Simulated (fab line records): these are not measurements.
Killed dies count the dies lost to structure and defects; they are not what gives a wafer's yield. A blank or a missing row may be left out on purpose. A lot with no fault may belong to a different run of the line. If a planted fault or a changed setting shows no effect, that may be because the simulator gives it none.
Matching of chambers    flow sfqLine    cmp-01 running SFQ_TRILAYER_I4_CMP_CMP_100: 4 sister chambers
The step polishes SiO2. 20 wafers are shown with their chamber, then 9 later ones without.

WAFERS, EACH WITH ITS CHAMBER
wafer   chamber  motorCurrentA (A)  timeToEndpointS (s)  slurryFlowMlMin
L680.3  2        9.9                204                  150.5
L680.2  0        9.1                208                  149.8
L680.6  1        8.4                220                  149.8
L681.3  1        8.9                206                  149.7
L681.5  1        8.6                203                  149.7
L681.6  2        9.6                202                  150.5
L682.2  1        8.3                217                  149.6
L682.1  0        9.7                220                  149.9
L682.5  1        8.6                217                  149.6
L685.4  0        9.5                212                  150.7
L685.1  2        9.6                216                  149.8
L685.5  0        9.3                221                  149.3
L686.2  1        8.4                210                  151.0
L686.5  1        9.0                199                  150.3
L686.6  2        9.6                200                  150.1
L690.5  2        9.8                198                  149.4
L690.6  3        10.7               230                  150.3
L696.1  2        9.5                209                  150.7
L696.5  0        9.6                216                  150.0
L696.6  3        11.1               226                  150.9

SIGNATURES, as means of the wafers listed above
reading          chamber 0  chamber 1  chamber 2  chamber 3  scatter within a chamber
motorCurrentA    9.440      8.600      9.667      10.900     0.23
timeToEndpointS  215.40     210.29     204.83     228.00     6.76
slurryFlowMlMin  149.940    149.957    150.167    150.600    0.503
Rule: a wafer's distance from a chamber is the root of the sum, over the readings, of the square of ((its reading less the chamber's mean) divided by the reading's scatter). If the next closest chamber is less than 2 further off than the closest, the wafer can't be placed; otherwise it belongs to the closest. The scatter: the root of (the sum of the squares of (reading less its chamber's mean) over the shown wafers, divided by (wafers less chambers)).

WAFERS WHOSE CHAMBER IS MISSING
wafer   motorCurrentA (A)  timeToEndpointS (s)  slurryFlowMlMin
L697.4  8.6                215                  149.8
L697.1  9.6                205                  150.4
L697.6  10.1               199                  149.7
L698.1  10.2               220                  150.3
L698.3  9.8                209                  150.0
L698.5  9.4                219                  149.4
L701.1  8.8                204                  149.6
L701.3  9.5                202                  151.0
L701.5  9.2                197                  150.0

WHICH CHAMBER EACH ONE RAN IN
wafer   from the rows above           in truth
L697.4  1                             1
L697.1  can't be placed: 2 or 0       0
L697.6  can't be placed: 2 or 0       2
L698.1  can't be placed: 2 or 3 or 0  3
L698.3  can't be placed: 2 or 0       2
L698.5  can't be placed: 0 or 2       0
L701.1  can't be placed: 1 or 0       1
L701.3  can't be placed: 2 or 0       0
L701.5  can't be placed: 2 or 0 or 1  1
1 of 9 placed correctly. Can't be placed from these rows: 8 (the true chamber is among the candidates in 8). Number placed wrongly: 0.
